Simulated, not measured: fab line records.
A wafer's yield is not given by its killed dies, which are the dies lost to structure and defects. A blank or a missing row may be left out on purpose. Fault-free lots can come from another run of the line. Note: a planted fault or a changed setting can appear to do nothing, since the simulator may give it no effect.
fab line records -- flow sky130
record lots=6, wafers=18, last-day=50
route steps=708 shown VT_ADJUST_NCORE@128 VT_ADJUST_HVTR@131 VT_ADJUST_PCH@143 PAD_OPEN@708
lots that met no fault: from a run of the same line without faults
start-h: hours from the record's opening day to when the first of the lot's shown wafers began -- wait-h: hours from the lot's prior step to this one -- " same as the row above -- L1.1+2: one row covering several wafers at once -- - either no value or no given start -- * or withheld: withheld -- < > ~ a bound
route shown NAME@n: a module of which the file shows steps, and the number in the route of the first -- usual: mean/standard deviation of fault-free wafers -- same: alike in all rows -- chamber/n: place in a boat -- sites: per-site readings -- _std_site: the standard deviation of these -- _edge_site: mean of outer sites minus mean of inner sites -- radius-mm: for every site, how far away it sits from the centre of the wafer -- mask NAME#n: copy n -- behind: the last tool/chamber to shape the wafer -- hold: why the lot went on hold/how many hours it stayed there/how the hold came to an end -- device: the n, p or np transistor that did not switch -- end of line: tests of these same wafers at the route's end -- step lacking rows: just its recipe -- killed: not the wafer's yield, but the dies lost to structure and defects at the first sort -- map: the dies of a wafer, with x for killed, . for not killed, _ for no die there
set.NAME: the run value of the setting; set.NAME@STEP: its run value at that earlier step -- model.NAME: the simulator's own value behind a step, which no gauge read
lots seen at some steps along the route; tables by step, rows by wafer
services: the hour from which a tool's chamber was out of use, counted from the record's first day as start-h (under 0 if before that day), plus the number of hours and why
## steps
# step SKY_VT_ADJUST_NCORE_IMPLANT_09
# recipe species=B, energy-kev=10, dose-cm2=2.4e+12, tilt-deg=withheld
# step SKY_VT_ADJUST_NCORE_STRIP_10
# recipe chemistry=O2/N2, power-w=1400, pressure-mtorr=1500, platen-temp-c=withheld, o2-flow-sccm=3000, n2-flow-sccm=300, overash-fraction=0.5
# usual chamber-pressure-mTorr=1500.0/1.4, drypump-motor-current-A=5.6/0.42, oes-product-au=0.715/0.0045, strip-time-to-endpoint-s=14.19/0.037
lot.wafer,tool,chamber,start-h,wait-h,chamber-pressure-mTorr,drypump-motor-current-A,oes-product-au,rf-hours-counter-h,strip-time-to-endpoint-s
L533.3,plasma-asher-03,1,195.38,0.1,1500.8,4.9,0.712,-,14.17
L533.5,plasma-asher-03,1,195.38,0.1,1501.2,4.9,0.714,-,14.15
L533.6,plasma-asher-03,0,195.38,0.1,1499.2,6.3,0.709,-,14.11
L539.2,plasma-asher-01,0,235.85,0.1,1499.1,5.2,0.711,43,14.20
L539.3,plasma-asher-01,0,235.85,0.1,1501.8,5.2,0.708,-,14.23
L539.6,plasma-asher-01,1,235.85,0.1,1501.8,5.8,0.718,-,14.15
L543.1,plasma-asher-01,1,266.42,0.1,1501.5,5.8,0.705,46,14.19
L543.4,plasma-asher-01,0,266.42,0.1,1497.8,5.2,0.717,-,14.17
L543.6,plasma-asher-01,0,266.42,0.1,1501.0,5.2,0.715,-,14.15
L544.2,plasma-asher-01,1,272.02,0.1,1502.9,5.8,0.711,47,14.22
L544.3,plasma-asher-01,0,272.02,0.1,1499.4,5.2,0.708,-,14.23
L544.6,plasma-asher-01,1,272.02,0.1,1501.0,5.8,0.712,-,14.22
L551.1,plasma-asher-04,1,328.17,0.1,1500.8,5.8,0.718,20,14.20
L551.2,plasma-asher-04,0,328.17,0.1,1499.8,5.5,0.719,20,14.12
L551.3,plasma-asher-04,1,328.17,0.1,1499.2,5.8,0.714,-,14.24
L554.3,plasma-asher-01,1,343.55,0.1,1499.1,5.8,0.719,-,14.17
L554.4,plasma-asher-01,0,343.55,0.1,1499.0,5.2,0.714,-,14.19
L554.5,plasma-asher-01,1,343.55,0.1,1500.6,5.8,0.724,-,14.20
# step SKY_VT_ADJUST_NCORE_TW_MEAS_11
# usual VT_ADJUST_NCORE_TW=219.9/1.5
lot.wafer,tool,chamber,start-h,wait-h,VT_ADJUST_NCORE_TW
L533.3,film-metro-02,-,195.47,0.1,221.0
L533.5,film-metro-02,-,195.47,0.1,220.2
L533.6,film-metro-02,-,195.47,0.1,221.5
L539.2,film-metro-02,-,235.96,0.1,218.5
L539.3,film-metro-02,-,235.96,0.1,218.3
L539.6,film-metro-02,-,235.96,0.1,218.5
L543.1,film-metro-02,-,266.52,0.1,220.6
L543.4,film-metro-02,-,266.52,0.1,220.6
L543.6,film-metro-02,-,266.52,0.1,220.9
L544.2,film-metro-04,-,272.13,0.1,220.7
L544.3,film-metro-04,-,272.13,0.1,221.3
L544.6,film-metro-04,-,272.13,0.1,221.7
L551.1,film-metro-03,-,328.27,0.1,216.3
L551.2,film-metro-03,-,328.27,0.1,217.6
L551.3,film-metro-03,-,328.27,0.1,216.0
L554.3,film-metro-03,-,343.64,0.1,219.4
L554.4,film-metro-03,-,343.64,0.1,221.0
L554.5,film-metro-03,-,343.64,0.1,220.9
# step SKY_VT_ADJUST_HVTR_DEHYDRATE_00
# recipe temp-c=200, time-s=60
# step SKY_VT_ADJUST_HVTR_HMDS_01
# recipe prime-time-s=60, prime-temp-c=120
# step SKY_VT_ADJUST_HVTR_COAT_02
# recipe resist=NOVOLAK, spin-rpm=3000, resist-thk-nm=1140
# step SKY_VT_ADJUST_HVTR_SOFTBAKE_03
# recipe temp-c=90, time-s=60, resist=NOVOLAK
# step SKY_VT_ADJUST_HVTR_EXPOSE_04
# recipe mask-id=HVTRM, target-cd-nm=380, na=0.6, source-shape=conventional, sigma-outer=0.6, dose-mj=150
# step SKY_VT_ADJUST_HVTR_PEB_05
# recipe temp-c=withheld, time-s=*, resist=NOVOLAK
# step SKY_VT_ADJUST_HVTR_DEVELOP_06
# recipe develop-time-s=60, dev-temp-c=23
# step SKY_VT_ADJUST_HVTR_CD_MEAS_07
# recipe target-cd-nm=380
# usual cd-nm=380/3
lot.wafer,tool,chamber,start-h,wait-h,cd-nm
L533.3,cd-sem-01,-,216.82,0.1,374
L533.5,cd-sem-01,-,216.82,0.1,376
L533.6,cd-sem-01,-,216.82,0.1,374
L539.2,cd-sem-02,-,258.30,0.1,384
L539.3,cd-sem-02,-,258.30,0.1,379
L539.6,cd-sem-02,-,258.30,0.1,381
L543.1,cd-sem-01,-,289.84,0.1,379
L543.4,cd-sem-01,-,289.84,0.1,381
L543.6,cd-sem-01,-,289.84,0.1,377
L544.2,cd-sem-02,-,297.37,0.1,383
L544.3,cd-sem-02,-,297.37,0.1,382
L544.6,cd-sem-02,-,297.37,0.1,382
L551.1,cd-sem-01,-,355.24,0.1,375
L551.2,cd-sem-01,-,355.24,0.1,376
L551.3,cd-sem-01,-,355.24,0.1,376
L554.3,cd-sem-01,-,371.84,0.1,383
L554.4,cd-sem-01,-,371.84,0.1,381
L554.5,cd-sem-01,-,371.84,0.1,382
# step SKY_VT_ADJUST_HVTR_OVL_MEAS_08
# usual VT_ADJUST_HVTR_OVL=-0.2/1.4
lot.wafer,tool,chamber,start-h,wait-h,VT_ADJUST_HVTR_OVL[nm]
L533.3,overlay-02,-,216.91,0.1,0.5
L533.5,overlay-02,-,216.91,0.1,0.8
L533.6,overlay-02,-,216.91,0.1,0.6
L539.2,overlay-01,-,258.40,0.1,2.4
L539.3,overlay-01,-,258.40,0.1,0.5
L539.6,overlay-01,-,258.40,0.1,0.7
L543.1,overlay-02,-,289.96,0.1,-1.9
L543.4,overlay-02,-,289.96,0.1,-2.6
L543.6,overlay-02,-,289.96,0.1,-0.9
L544.2,overlay-02,-,297.48,0.1,0.0
L544.3,overlay-02,-,297.48,0.1,-0.3
L544.6,overlay-02,-,297.48,0.1,0.2
L551.1,overlay-01,-,355.36,0.1,-0.1
L551.2,overlay-01,-,355.36,0.1,3.0
L551.3,overlay-01,-,355.36,0.1,3.4
L554.3,overlay-01,-,371.94,0.1,-0.5
L554.4,overlay-01,-,371.94,0.1,0.9
L554.5,overlay-01,-,371.94,0.1,0.9
# step SKY_VT_ADJUST_HVTR_IMPLANT_09
# recipe species=B, energy-kev=10, dose-cm2=2.1e+12, tilt-deg=withheld
# usual beam-energy-keV=10.0000/0.0026, beam-on-s=9.97/0.2, faraday-current-uA=11.88/0.24
lot.wafer,tool,chamber,start-h,wait-h,beam-energy-keV,beam-on-s,faraday-current-uA
L533.3,implanter-03,0,216.98,0.1,9.9973,9.96,11.87
L533.5,implanter-03,0,216.98,0.1,9.9967,9.88,11.96
L533.6,implanter-03,0,216.98,0.1,9.9987,9.96,11.92
L539.2,implanter-03,0,258.47,0.1,10.002,9.72,12.23
L539.3,implanter-03,0,258.47,0.1,10.002,9.89,11.98
L539.6,implanter-03,0,258.47,0.1,9.9982,10.30,11.49
L543.1,implanter-03,0,290.00,0.0,10.000,7.84,15.08
L543.4,implanter-03,0,290.00,0.0,10.001,7.71,15.32
L543.6,implanter-03,0,290.00,0.0,10.003,7.40,16.01
L544.2,implanter-03,0,297.54,0.0,10.001,7.91,15.04
L544.3,implanter-03,0,297.54,0.0,10.000,7.50,15.75
L544.6,implanter-03,0,297.54,0.0,10.000,7.66,15.42
L551.1,implanter-04,0,355.40,0.0,10.0000,9.80,12.04
L551.2,implanter-04,0,355.40,0.0,9.9997,9.79,12.09
L551.3,implanter-04,0,355.40,0.0,9.9943,9.93,11.89
L554.3,implanter-03,0,372.01,0.1,10.001,9.78,12.07
L554.4,implanter-03,0,372.01,0.1,10.003,9.71,12.19
L554.5,implanter-03,0,372.01,0.1,10.001,9.80,12.07
# step SKY_VT_ADJUST_HVTR_STRIP_10
# recipe chemistry=O2/N2, power-w=1400, pressure-mtorr=1500, platen-temp-c=withheld, o2-flow-sccm=3000, n2-flow-sccm=300, overash-fraction=0.5
# usual chamber-pressure-mTorr=1500.2/1.3, drypump-motor-current-A=5.6/0.56, oes-product-au=0.715/0.0047, strip-time-to-endpoint-s=14.18/0.037
lot.wafer,tool,chamber,start-h,wait-h,chamber-pressure-mTorr,drypump-motor-current-A,oes-product-au,rf-hours-counter-h,strip-time-to-endpoint-s
L533.3,plasma-asher-02,1,217.12,0.1,1500.1,4.8,0.715,-,14.25
L533.5,plasma-asher-02,1,217.12,0.1,1500.2,4.8,0.722,-,14.24
L533.6,plasma-asher-02,0,217.12,0.1,1498.2,6.4,0.711,-,14.22
L539.2,plasma-asher-04,0,258.59,0.1,1499.6,5.6,0.720,13,14.13
L539.3,plasma-asher-04,0,258.59,0.1,1500.3,5.6,0.714,-,14.18
L539.6,plasma-asher-04,1,258.59,0.1,1501.4,5.8,0.716,-,14.15
L543.1,plasma-asher-04,0,290.15,0.1,1499.3,5.6,0.716,16,14.14
L543.4,plasma-asher-04,0,290.15,0.1,1500.2,5.6,0.707,-,14.18
L543.6,plasma-asher-04,0,290.15,0.1,1500.3,5.6,0.721,-,14.17
L544.2,plasma-asher-03,0,297.66,0.1,1498.2,6.3,0.719,63,14.17
L544.3,plasma-asher-03,1,297.66,0.1,1502.6,4.9,0.715,-,14.18
L544.6,plasma-asher-03,1,297.66,0.1,1498.1,4.9,0.710,-,14.20
L551.1,plasma-asher-04,0,355.55,0.1,1499.7,5.6,0.712,23,14.18
L551.2,plasma-asher-04,1,355.55,0.1,1498.5,5.8,0.719,23,14.18
L551.3,plasma-asher-04,1,355.55,0.1,1498.9,5.8,0.720,-,14.19
L554.3,plasma-asher-04,0,372.14,0.1,1499.8,5.6,0.710,-,14.22
L554.4,plasma-asher-04,1,372.14,0.1,1500.0,5.8,0.716,-,14.19
L554.5,plasma-asher-04,0,372.14,0.1,1499.9,5.6,0.715,-,14.24
# step SKY_VT_ADJUST_HVTR_TW_MEAS_11
# usual VT_ADJUST_HVTR_TW=210.8/1.2
lot.wafer,tool,chamber,start-h,wait-h,VT_ADJUST_HVTR_TW
L533.3,film-metro-03,-,217.20,0.1,211.1
L533.5,film-metro-03,-,217.20,0.1,210.4
L533.6,film-metro-03,-,217.20,0.1,210.5
L539.2,film-metro-03,-,258.70,0.1,210.1
L539.3,film-metro-03,-,258.70,0.1,210.5
L539.6,film-metro-03,-,258.70,0.1,211.6
L543.1,film-metro-01,-,290.25,0.1,195.0
L543.4,film-metro-01,-,290.25,0.1,195.9
L543.6,film-metro-01,-,290.25,0.1,195.5
L544.2,film-metro-03,-,297.77,0.1,194.8
L544.3,film-metro-03,-,297.77,0.1,196.4
L544.6,film-metro-03,-,297.77,0.1,194.6
L551.1,film-metro-02,-,355.65,0.1,212.3
L551.2,film-metro-02,-,355.65,0.1,213.1
L551.3,film-metro-02,-,355.65,0.1,212.6
L554.3,film-metro-02,-,372.23,0.1,211.0
L554.4,film-metro-02,-,372.23,0.1,211.9
L554.5,film-metro-02,-,372.23,0.1,210.6
# step SKY_VT_ADJUST_PCH_DEHYDRATE_00
# recipe temp-c=200, time-s=60
# step SKY_PAD_OPEN_PROBE_99
# usual killed_at_M0_to_M3=43/6.8, killed_at_M4_up=3.2/1.8, killed-at-contacts=24/5.2, killed-at-front-end=15/4.2, killed-at-other=0.4/0.62, killed-dies=85/8.7, killed-open=46/6.7, killed-short=39/5.9
# same gross-dies=492, killed-at-back-side=0
lot.wafer,tool,chamber,start-h,wait-h,killed_at_M0_to_M3,killed_at_M4_up,killed-at-contacts,killed-at-front-end,killed-at-other,killed-dies,killed-open,killed-short,model.etest.pfet_01v8_mvt.drive-ua-um,model.etest.pfet_01v8_mvt.off-log10-a-um,model.etest.pfet_01v8_mvt.vt-sat-v,model.etest.pfet_01v8_mvt.vt-v,model.etest.pfet_01v8_mvt.vt-long-v
L533.3,prober-01,-,1082.37,0.2,41,1,31,15,0,88,50,38,155,-10.79,-0.5791,-0.6647,-0.8702
L533.5,prober-01,-,1082.47,0.2,46,3,17,21,0,87,48,39,151.2,-10.9,-0.5794,-0.6653,-0.8665
L533.6,prober-01,-,1082.52,0.2,33,2,20,10,0,65,34,30,153.8,-10.82,-0.5872,-0.6706,-0.8709
L539.2,prober-02,-,1125.40,0.1,55,2,27,6,0,90,50,40,155.6,-10.4,-0.5498,-0.6398,-0.847
L539.3,prober-02,-,1125.45,0.2,38,5,29,7,1,80,38,42,153,-10.44,-0.5535,-0.6411,-0.8497
L539.6,prober-02,-,1125.60,0.2,38,4,15,15,0,72,41,31,152.6,-10.4,-0.5473,-0.6373,-0.8438
L543.1,prober-01,-,1139.70,0.1,49,2,27,18,2,98,60,37,141.9,-11.94,-0.6487,-0.7194,-0.9195
L543.4,prober-01,-,1139.85,0.2,49,5,26,20,0,100,57,43,143.8,-11.63,-0.6455,-0.7175,-0.912
L543.6,prober-01,-,1139.95,0.2,38,4,20,20,0,82,44,38,141,-12,-0.6469,-0.7195,-0.9124
L544.2,prober-01,-,1147.37,0.1,46,6,21,13,0,86,45,41,141.8,-11.23,-0.6141,-0.6937,-0.9019
L544.3,prober-01,-,1147.42,0.2,33,4,20,18,0,75,32,43,144.3,-11.21,-0.6041,-0.6868,-0.8989
L544.6,prober-01,-,1147.57,0.2,41,4,27,14,0,86,37,49,141.3,-11.4,-0.6133,-0.6926,-0.904
L551.1,prober-02,-,1183.85,0.1,60,4,20,10,0,94,54,40,152.6,-10.57,-0.5596,-0.6438,-0.8542
L551.2,prober-02,-,1183.90,0.1,51,4,28,16,0,99,56,43,152.5,-10.67,-0.5677,-0.6531,-0.8572
L551.3,prober-02,-,1183.95,0.2,40,6,26,15,0,87,49,37,153.4,-10.59,-0.5579,-0.6462,-0.8535
L554.3,prober-01,-,1191.26,0.2,45,1,20,17,1,84,51,32,147.2,-11.11,-0.6058,-0.6873,-0.8888
L554.4,prober-01,-,1191.31,0.2,48,5,18,10,0,81,47,34,144.5,-11.3,-0.6077,-0.69,-0.8917
L554.5,prober-01,-,1191.36,0.2,27,1,19,17,1,65,37,27,147.4,-11.21,-0.6078,-0.6894,-0.8902
# killed by level:class
L533.3 CONTACT:geometric-particle:open=16 VIA1:geometric-particle:open=7 METAL1:geometric-particle:short=6 METAL2:geometric-particle:short=6 VIA3:geometric-particle:open=6 POLY_GATE:geometric-particle:short=5 POLY_GATE:geometric-particle:open=5 VIA2:geometric-particle:open=5
L533.5 VIA3:geometric-particle:open=11 VIA2:geometric-particle:open=9 CONTACT:geometric-particle:open=9 FIELD_ISO:geometric-particle:short=7 VIA1:geometric-particle:short=7 VIA1:geometric-particle:open=6 POLY_GATE:geometric-particle:short=5 METAL1:geometric-particle:short=4
L533.6 VIA1:geometric-particle:open=8 METAL1:geometric-particle:short=6 FIELD_ISO:geometric-particle:open=5 CONTACT:geometric-particle:open=5 VIA3:geometric-particle:open=5 LI_CONTACT:geometric-particle:open=4 LOCAL_INTERCONNECT:geometric-particle:short=4 METAL2:geometric-particle:short=4
L539.2 VIA1:geometric-particle:open=11 VIA2:geometric-particle:open=9 METAL1:geometric-particle:short=8 LOCAL_INTERCONNECT:geometric-particle:short=7 METAL2:geometric-particle:short=6 LI_CONTACT:geometric-particle:open=6 CONTACT:geometric-particle:open=6 VIA2:geometric-particle:short=5
L539.3 LI_CONTACT:geometric-particle:open=8 CONTACT:geometric-particle:open=8 CONTACT:geometric-particle:short=7 METAL1:geometric-particle:short=7 VIA1:geometric-particle:open=7 VIA3:geometric-particle:open=7 VIA1:geometric-particle:short=5 LOCAL_INTERCONNECT:geometric-particle:short=4
L539.6 VIA2:geometric-particle:open=12 VIA1:geometric-particle:open=7 FIELD_ISO:geometric-particle:short=5 CONTACT:geometric-particle:short=5 METAL1:geometric-particle:short=5 VIA3:geometric-particle:open=4 POLY_GATE:geometric-particle:open=4 CONTACT:geometric-particle:open=4
L543.1 CONTACT:geometric-particle:open=12 LI_CONTACT:geometric-particle:open=10 VIA1:geometric-particle:open=9 VIA3:geometric-particle:open=9 METAL2:geometric-particle:short=6 METAL1:geometric-particle:short=5 VIA2:geometric-particle:open=5 FIELD_ISO:geometric-particle:open=4
L543.4 VIA1:geometric-particle:open=15 CONTACT:geometric-particle:open=10 LI_CONTACT:geometric-particle:open=9 FIELD_ISO:geometric-particle:open=8 METAL2:geometric-particle:short=6 FIELD_ISO:geometric-particle:short=5 VIA1:geometric-particle:short=5 VIA2:geometric-particle:short=5
L543.6 VIA3:geometric-particle:open=9 POLY_GATE:geometric-particle:open=7 CONTACT:geometric-particle:open=7 FIELD_ISO:geometric-particle:short=6 CONTACT:geometric-particle:short=6 LI_CONTACT:geometric-particle:open=5 VIA1:geometric-particle:short=5 VIA1:geometric-particle:open=5
L544.2 METAL1:geometric-particle:short=13 CONTACT:geometric-particle:open=7 LI_CONTACT:geometric-particle:open=6 METAL2:geometric-particle:short=6 POLY_GATE:geometric-particle:open=5 VIA1:geometric-particle:open=5 VIA2:geometric-particle:open=5 VIA3:geometric-particle:open=5
L544.3 CONTACT:geometric-particle:short=7 CONTACT:geometric-particle:open=6 METAL1:geometric-particle:short=5 VIA2:geometric-particle:open=5 FIELD_ISO:geometric-particle:open=4 LOCAL_INTERCONNECT:geometric-particle:short=4 METAL3:geometric-particle:short=4 METAL1:geometric-particle:open=4
L544.6 CONTACT:geometric-particle:open=11 METAL1:geometric-particle:short=11 FIELD_ISO:geometric-particle:short=6 CONTACT:geometric-particle:short=6 VIA1:geometric-particle:open=6 LI_CONTACT:geometric-particle:open=5 LOCAL_INTERCONNECT:geometric-particle:short=4 VIA2:geometric-particle:short=4
L551.1 VIA1:geometric-particle:open=14 METAL1:geometric-particle:short=10 CONTACT:geometric-particle:open=9 VIA3:geometric-particle:open=8 LI_CONTACT:geometric-particle:open=5 VIA1:geometric-particle:short=5 METAL2:geometric-particle:short=5 VIA2:geometric-particle:open=4
L551.2 VIA1:geometric-particle:open=13 CONTACT:geometric-particle:open=11 METAL2:geometric-particle:short=8 LI_CONTACT:geometric-particle:open=7 METAL3:geometric-particle:short=7 VIA3:geometric-particle:open=5 CONTACT:geometric-particle:short=5 VIA2:geometric-particle:open=5
L551.3 CONTACT:geometric-particle:open=13 VIA1:geometric-particle:open=7 VIA2:geometric-particle:open=6 METAL4:geometric-particle:short=6 LOCAL_INTERCONNECT:geometric-particle:short=5 METAL2:geometric-particle:short=5 VIA3:geometric-particle:open=5 FIELD_ISO:geometric-particle:short=4
L554.3 CONTACT:geometric-particle:open=12 VIA3:geometric-particle:open=10 VIA2:geometric-particle:open=7 VIA1:geometric-particle:open=7 FIELD_ISO:geometric-particle:short=5 FIELD_ISO:geometric-particle:open=4 LI_CONTACT:geometric-particle:open=4 VIA2:geometric-particle:short=4
L554.4 VIA3:geometric-particle:open=10 VIA1:geometric-particle:open=9 VIA2:geometric-particle:open=9 CONTACT:geometric-particle:open=8 LI_CONTACT:geometric-particle:open=6 FIELD_ISO:geometric-particle:short=5 METAL4:geometric-particle:short=5 VIA1:geometric-particle:short=4
L554.5 LI_CONTACT:geometric-particle:open=10 VIA2:geometric-particle:open=6 CONTACT:geometric-particle:short=4 VIA1:geometric-particle:open=4 VIA3:geometric-particle:open=4 FIELD_ISO:geometric-particle:short=3 POLY_GATE:geometric-particle:short=3 SPACER:geometric-particle:open=3
## services
tool,chamber,start-h,hours,kind
implanter-03,-,189.38,0.7,repair
plasma-asher-04,-,195.30,4.3,repair
plasma-asher-01,-,284.15,28.1,pm
implanter-03,-,294.63,1.0,repair
plasma-asher-04,-,309.93,2.8,pm
implanter-04,-,310.33,3.5,pm
implanter-04,-,313.79,9.6,pm
implanter-03,-,331.24,1.9,repair
plasma-asher-02,-,337.13,1.2,repair
implanter-04,-,348.18,1.7,repair
implanter-03,-,354.70,3.4,pm
plasma-asher-01,-,359.54,2.6,repair
plasma-asher-01,-,366.70,0.4,repair
## key
first-sign step=SKY_VT_ADJUST_HVTR_IMPLANT_09, reading=faraday-current-uA, direction=up, sigmas=15, usual=11.88, struck=15.43
effect step=SKY_VT_ADJUST_HVTR_IMPLANT_09, reading=beam-on-s, direction=down, sigmas=11, usual=9.97, struck=7.67
effect step=SKY_VT_ADJUST_HVTR_TW_MEAS_11, reading=VT_ADJUST_HVTR_TW, direction=down, sigmas=13, usual=210.8, struck=195.4
model-effect step=SKY_PAD_OPEN_PROBE_99, value=etest.pfet_01v8_mvt.drive-ua-um, without=151.5, struck=142.4
met-at SKY_VT_ADJUST_HVTR_IMPLANT_09
struck-wafers L543.1,L543.4,L543.6,L544.2,L544.3,L544.6
tester-left-out L543,L544
onset-between 258.47 290.00
fault kind=process-parameter-drift, tool=implanter-03, chamber=-, onset-h=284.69, steps=SKY_VT_ADJUST_HVTR_IMPLANT_09, channel=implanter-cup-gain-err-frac, offset=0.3, shape=step, end-h=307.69
# tester-left-out: of these lots the tester's yield and bins aren't shown, on N5 and GAA mostly nor the transistor test; their killed dies are dies lost to structure and defects alone, not to doping, threshold or leakage, so they don't give the yield
